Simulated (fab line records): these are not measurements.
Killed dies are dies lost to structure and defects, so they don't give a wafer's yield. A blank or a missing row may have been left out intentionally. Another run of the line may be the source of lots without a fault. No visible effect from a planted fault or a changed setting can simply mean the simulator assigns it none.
A struck lot beside a sound one :: flow sky130 :: 21 steps out of a route of 708
Sound: these wafers, L507.2, L507.3, L507.5. Struck: wafers L522.2, L522.3, L522.5. The cause comes at the end.
Order at every step that has rows: each side's tool, ch and its chambers, its first start. Under that, the readings that differ: sound wafers :: struck wafers :: difference of the means :: sigmas: that difference in standard deviations of wafers without a fault.
alike: same words and numbers on both sides, and readings whose means sit less than 2 such deviations apart. not compared: any withheld reading, any reading some wafer has no value for, any bound like >300 that may hide the same value, and any number with overlapping values for which the record gives no deviation.
The two part at a step that has a row with sigmas, a row that says differs or no value, or rows on one side only. Numbers that have no deviation but don't overlap get no sigmas and don't part them. Lack of a reading on every wafer of one side parts them only where that side has two or more wafers.

first, 1 step without rows for these wafers: SKY_RES_XHIGH_IMPLANT_07.
SKY_RES_XHIGH_STRIP_08: strips in O2/N2.
  sound on plasma asher-03 ch 0,1, day 27 16:32; struck on plasma asher-02 ch 0,1, day 32 20:04
  alike: drypump motor current A, oes product au, strip time to endpoint s
  not compared: rf hours counter h
SKY_RES_XHIGH_TW_MEAS_09:
  sound on film metro-03 at day 27 16:39; struck on film metro-01 at day 32 20:11
  alike: RES_XHIGH_TW
then, 7 steps without rows for these wafers: SKY_SD_N_DEHYDRATE_00 (time 60 s); SKY_SD_N_HMDS_01 (prime time 60 s); SKY_SD_N_COAT_02 (resist thk 1140 nm); SKY_SD_N_SOFTBAKE_03 (time 60 s); SKY_SD_N_EXPOSE_04 (exposes mask NSDM, target cd 380 nm); SKY_SD_N_PEB_05; SKY_SD_N_DEVELOP_06 (develop time 60 s).
SKY_SD_N_CD_MEAS_07 targets a cd of 380 nm.
  sound on cd sem-02 at day 28 20:55; struck on cd sem-02 at day 33 21:52
  alike: cd nm
SKY_SD_N_OVL_MEAS_08:
  sound on overlay-01 at day 28 21:01; struck on overlay-01 at day 33 21:58
reading: SD_N_OVL (nm)
sound: -1.0 -3.3 -1.2
struck: 2.3 2.7 2.8
difference: +4.4
sigmas: +3
SKY_SD_N_IMPLANT_09:
  sound on implanter-02 ch 0, day 28 21:04; struck on implanter-02 ch 0, day 33 22:01
reading: beam on s (s)
sound: 17.3 18.0 17.8
struck: 9.9 10.1 9.9
difference: -7.7
sigmas: -5

reading: dose ions cm2
sound: 3.997e+15 3.998e+15 4.001e+15
struck: 4.05e+14 4.03e+14 4.07e+14
difference: -3.59e+15
sigmas: -99 or more

reading: end station pressure torr (Torr)
sound: 1.29e-05 1.32e-05 1.36e-05
struck: 7.1e-06 6.3e-06 7.5e-06
difference: -6.3e-06
sigmas: -4

reading: faraday current uA
sound: 12649 12112 12320
struck: 2253 2202 2262
difference: -10121
sigmas: -8
then, 1 step without rows for these wafers: SKY_SD_N_IMPLANT_10.
SKY_SD_N_STRIP_11: strips in O2/N2.
  sound on plasma asher-01 ch 0, day 28 21:20; struck on plasma asher-01 ch 0,1, day 33 22:17
reading: oes product au (a.u.)
sound: 0.518 0.515 0.533
struck: 0.657 0.658 0.659
difference: +0.136
sigmas: +31

reading: strip time to endpoint s (s)
sound: 22.58 22.57 22.58
struck: 15.56 15.55 15.52
difference: -7.03
sigmas: -99 or more
  alike: drypump motor current A
  not compared: rf hours counter h
SKY_SD_N_TW_MEAS_12:
  sound on film metro-03 at day 28 21:27; struck on film metro-03 at day 33 22:24
reading: SD_N_TW
sound: 3945 3952 3933
struck: 3244 3252 3242
difference: -697
sigmas: -16
then, 1 step without rows for these wafers: SKY_SD_N_CLEAN_13 (cleans in SC1/SC2, time 150 s).
SKY_SD_N_RTA_14: time 2 s.
  sound on rtp anneal-01 ch 0, day 28 21:34; struck on rtp anneal-02 ch 0, day 33 22:34
  alike: lamp power pct, wafer_temp_C_max
SKY_SD_N_RS_MEAS_16: a four-point-probe measurement.
  sound on film metro-02 at day 28 21:45; struck on film metro-01 at day 33 22:45
reading: SD_N_RS (ohm/sq)
sound: 68.87 68.60 68.96
struck: 185.52 185.55 187.69
difference: +117.44
sigmas: +99 or more
SKY_SD_N_RS_MEAS_17: a four-point-probe measurement.
  sound on film metro-02 at day 28 21:52; struck on film metro-01 at day 33 22:52
reading: SD_P_RS (ohm/sq)
sound: 148.1 147.5 148.2
struck: 147.0 146.9 147.1
difference: -0.9
sigmas: -2
-- record jumps: 16 days separate the struck wafers' starts on either side; left off in module SD_N, taken up again in module PAD_OPEN, whose first shown step is the route's number 708 --
SKY_PAD_OPEN_PROBE_99:
  sound on prober-02 at day 46 12:04; struck on prober-01 at day 50 01:13
reading: model.etest.nfet g5v0d10v5.r on ohm um
sound: 1895 1924 1902
struck: 2754 2726 2747
difference: +835
sigmas: 

reading: model.etest.nfet_16v.r on ohm um
sound: 1.42e+04 1.434e+04 1.43e+04
struck: 1.504e+04 1.5e+04 1.488e+04
difference: +6.933e+02
sigmas: 

reading: model.etest.sonos uncharged.r on ohm um
sound: 825.5 830 830.8
struck: 1459 1442 1488
difference: +634
sigmas: 

reading: model.etest.res ndiff.line ohm um
sound: 771.1 783.6 783
struck: 1389 1422 1399
difference: +624
sigmas: 

reading: model.etest.licon ndiff.rc ohm
sound: 179.3 180.1 189.4
struck: 520.8 533.1 535.1
difference: +346.7
sigmas: 

reading: model.etest.nfet_01v8.r on ohm um
sound: 852.1 843.6 847.5
struck: 1143 1142 1147
difference: +296
sigmas: 

reading: model.etest.res ndiff hv.rs ohm sq
sound: 115.5 115 115.8
struck: 227.1 225.3 226.2
difference: +110.8
sigmas: 

reading: model.etest.res ndiff.rs ohm sq
sound: 122.3 122.4 122.9
struck: 216 215.3 216.8
difference: +94
sigmas: 
  alike: killed_at_M0_to_M3, killed_at_M4_up, killed at contacts, killed at front end, killed at other, killed dies, killed open, killed short

## WHERE THEY PART
At SKY_SD_N_OVL_MEAS_08 first; at SKY_SD_N_RS_MEAS_17 last (within this record only). Later steps at which nothing parts them and some readings are alike: SKY_PAD_OPEN_PROBE_99.

WHY: what had been put in by the simulator
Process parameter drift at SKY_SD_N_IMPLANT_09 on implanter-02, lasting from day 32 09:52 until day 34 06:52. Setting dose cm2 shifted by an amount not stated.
